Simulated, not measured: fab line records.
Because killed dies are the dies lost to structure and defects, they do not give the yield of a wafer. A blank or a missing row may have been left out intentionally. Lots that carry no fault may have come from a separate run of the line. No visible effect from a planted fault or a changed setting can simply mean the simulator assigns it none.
The tool behind it: which one?    flow sky130    24 lots, 72 wafers sampled, at 3 steps of a route of 708

== WHAT EACH GAUGE READ, for each wafer ==
SKY_SD_N_TW_MEAS_12. Usual: SD_N_TW 3964, standard deviation 21.
lot   measured      on             SD_N_TW         flag
L074  day 27 20:23  film_metro-04  3962 3975 3951  
L075  day 27 23:01  film_metro-04  3966 3951 3968  
L076  day 28 01:44  film_metro-03  3997 3998 3999  
L077  day 29 01:11  film_metro-03  3975 3980 3978  
L079  day 29 16:04  film_metro-03  3975 3973 3993  
L078  day 29 18:28  film_metro-01  3939 3946 3923  
L084  day 32 09:02  film_metro-04  3942 3926 3944  
L082  day 32 09:04  film_metro-03  3974 3961 3955  
L080  day 32 11:02  film_metro-01  3966 3968 3943  
L081  day 32 12:16  film_metro-04  3968 3956 3927  
L085  day 32 12:41  film_metro-04  3966 3942 3951  
L087  day 32 13:35  film_metro-01  3946 3969 3953  
L086  day 32 13:44  film_metro-03  3964 3983 3973  
L088  day 32 14:02  film_metro-03  3945 3959 3967  
L083  day 32 16:19  film_metro-04  3981 3963 3966  
L089  day 32 16:59  film_metro-03  3992 3986 3984  
L090  day 33 06:26  film_metro-01  3976 3955 3967  
L091  day 33 07:19  film_metro-04  3971 3987 3990  
L092  day 33 11:30  film_metro-01  3973 3954 3949  
L093  day 34 02:10  film_metro-04  3964 3983 3973  
L094  day 34 03:23  film_metro-03  3981 3985 3973  
L095  day 34 09:55  film_metro-01  3981 3970 4001  
L096  day 35 23:04  film_metro-03  3972 3977 3977  
L097  day 35 23:58  film_metro-01  3966 3911 3919  

SKY_VIA2_RS_MEAS_22: measurement is done with a four-point probe. Usual: VIA2_W_RS 0.274 ohm/sq, standard deviation 0.0044.
lot   measured      on             VIA2_W_RS (ohm/sq)  flag
L074  day 36 05:08  film_metro-02  0.272 0.277 0.279   
L075  day 36 07:16  film_metro-01  0.267 0.276 0.270   
L076  day 36 09:37  film_metro-01  0.268 0.281 0.269   
L077  day 37 07:31  film_metro-02  0.278 0.268 0.278   
L079  day 37 22:40  film_metro-02  0.277 0.273 0.271   
L078  day 38 00:51  film_metro-03  0.282 0.273 0.272   
L084  day 40 12:23  film_metro-02  0.273 0.269 0.269   
L082  day 40 10:52  film_metro-02  0.279 0.272 0.276   
L080  day 40 11:22  film_metro-01  0.271 0.276 0.264   
L081  day 40 13:55  film_metro-02  0.270 0.276 0.270   
L085  day 40 14:45  film_metro-03  0.278 0.277 0.270   
L087  day 40 15:32  film_metro-02  0.274 0.278 0.271   
L086  day 40 15:43  film_metro-01  0.275 0.281 0.279   
L088  day 40 16:30  film_metro-02  0.273 0.280 0.281   
L083  day 40 15:22  film_metro-01  0.277 0.272 0.277   
L089  day 40 17:04  film_metro-02  0.272 0.279 0.275   
L090  day 41 05:38  film_metro-01  0.276 0.270 0.279   
L091  day 41 07:00  film_metro-03  0.272 0.280 0.275   
L092  day 41 10:37  film_metro-02  0.279 0.276 0.271   
L093  day 41 21:37  film_metro-03  0.278 0.269 0.273   
L094  day 41 23:38  film_metro-01  0.273 0.278 0.277   
L095  day 42 04:04  film_metro-03  0.273 0.274 0.267   
L096  day 43 15:57  film_metro-03  0.271 0.281 0.277   
L097  day 43 15:58  film_metro-01  0.274 0.278 0.276   

== WHICH TOOL RAN EACH LOT (tool, then ch and the chambers of the sampled wafers, then the start) ==
lot   SKY_METAL2_METAL_ETCH_19
L074  rie_metal-01 ch 0,1, day 35 00:55
L075  rie_metal-03 ch 0,1, day 35 03:17
L076  rie_metal-02 ch 0,1, day 35 05:56
L077  rie_metal-03 ch 0,1, day 36 03:03
L079  rie_metal-01 ch 0,1, day 36 18:23
L078  rie_metal-01 ch 0,1, day 36 19:46
L084  rie_metal-03 ch 0,1, day 39 09:08
L082  rie_metal-03 ch 0,1, day 39 07:13
L080  rie_metal-01 ch 1, day 39 07:34
L081  rie_metal-01 ch 0,1, day 39 10:46
L085  rie_metal-03 ch 0,1, day 39 11:08
L087  rie_metal-02 ch 0,1, day 39 12:07
L086  rie_metal-01 ch 0,1, day 39 12:46
L088  rie_metal-03 ch 0,1, day 39 13:13
L083  rie_metal-01 ch 0,1, day 39 12:14
L089  rie_metal-02 ch 0,1, day 39 13:34
L090  rie_metal-01 ch 0,1, day 40 03:40
L091  rie_metal-02 ch 0, day 40 04:46
L092  rie_metal-01 ch 0, day 40 07:47
L093  rie_metal-02 ch 0,1, day 40 20:09
L094  rie_metal-01 ch 0,1, day 40 21:59
L095  rie_metal-02 ch 0,1, day 41 01:53
L096  rie_metal-01 ch 0,1, day 42 14:04
L097  rie_metal-03 ch 0,1, day 42 14:25
- SKY_METAL2_METAL_ETCH_19: etches the open film in Cl2/BCl3, stops on SiO2, target depth 360 nm, time 78 s.

== AS READ BY THE TOOLS THEMSELVES (means over the sampled wafers that have a number; for cases with no such wafer, the mark the record gives instead) ==
SKY_METAL2_METAL_ETCH_19. Usual: bcl3_flow_sccm 30.01 sccm, standard deviation 0.086; drypump_motor_current_A 5.9 A, standard deviation 0.74; oes_product_au 0.856 a.u., standard deviation 0.0084; throttle_valve_pct 22.264 %, standard deviation 0.0098.
lot   tool          bcl3_flow_sccm (sccm)  drypump_motor_current_A (A)  oes_product_au (a.u.)  throttle_valve_pct (%)  flag
L074  rie_metal-01  29.97                  5.4                          0.852                  22.261                  
L075  rie_metal-03  30.11                  6.0                          0.861                  22.265                  
L076  rie_metal-02  29.95                  6.2                          0.854                  22.265                  
L077  rie_metal-03  30.02                  6.0                          0.861                  22.265                  
L079  rie_metal-01  29.99                  6.1                          0.844                  22.255                  
L078  rie_metal-01  30.01                  5.4                          0.855                  22.263                  
L084  rie_metal-03  30.08                  6.0                          0.852                  22.257                  
L082  rie_metal-03  29.90                  6.0                          0.854                  22.263                  
L080  rie_metal-01  30.00                  4.8                          0.859                  22.273                  
L081  rie_metal-01  29.95                  6.1                          0.858                  22.266                  
L085  rie_metal-03  30.02                  6.0                          0.856                  22.266                  
L087  rie_metal-02  30.09                  5.8                          0.855                  22.265                  
L086  rie_metal-01  30.03                  5.5                          0.856                  22.271                  
L088  rie_metal-03  29.96                  6.0                          0.842                  22.263                  
L083  rie_metal-01  30.00                  6.1                          0.861                  22.265                  
L089  rie_metal-02  29.98                  5.8                          0.853                  22.264                  
L090  rie_metal-01  29.94                  6.1                          0.856                  22.270                  
L091  rie_metal-02  30.07                  5.5                          0.848                  22.262                  
L092  rie_metal-01  29.92                  6.8                          0.860                  22.266                  
L093  rie_metal-02  30.01                  5.8                          0.859                  22.266                  
L094  rie_metal-01  29.89                  5.5                          0.866                  22.261                  
L095  rie_metal-02  30.02                  6.2                          0.858                  22.262                  
L096  rie_metal-01  29.93                  6.1                          0.860                  22.258                  
L097  rie_metal-03  30.03                  6.0                          0.861                  22.267                  

== THE ANSWER, worked out from the rows above alone ==
Rule: lot off if the mean of its wafers having a number is beyond 3 standard deviations from the usual mean. A lot without any number at a reading at which 4 lots or more have one is off too. Any other lot the step has rows for is counted as sound. The gauges are gone through in route order, then the tools' own readings, and for those a lot's mean is taken as printed above. The first step at which some lot is off is used, and at that step the reading that is off furthest; a lot without a number counts as furthest.
Across all readings shown, no lot is off: no conclusion can be drawn from this.

== WHAT WAS PUT IN BY THE SIMULATOR ==
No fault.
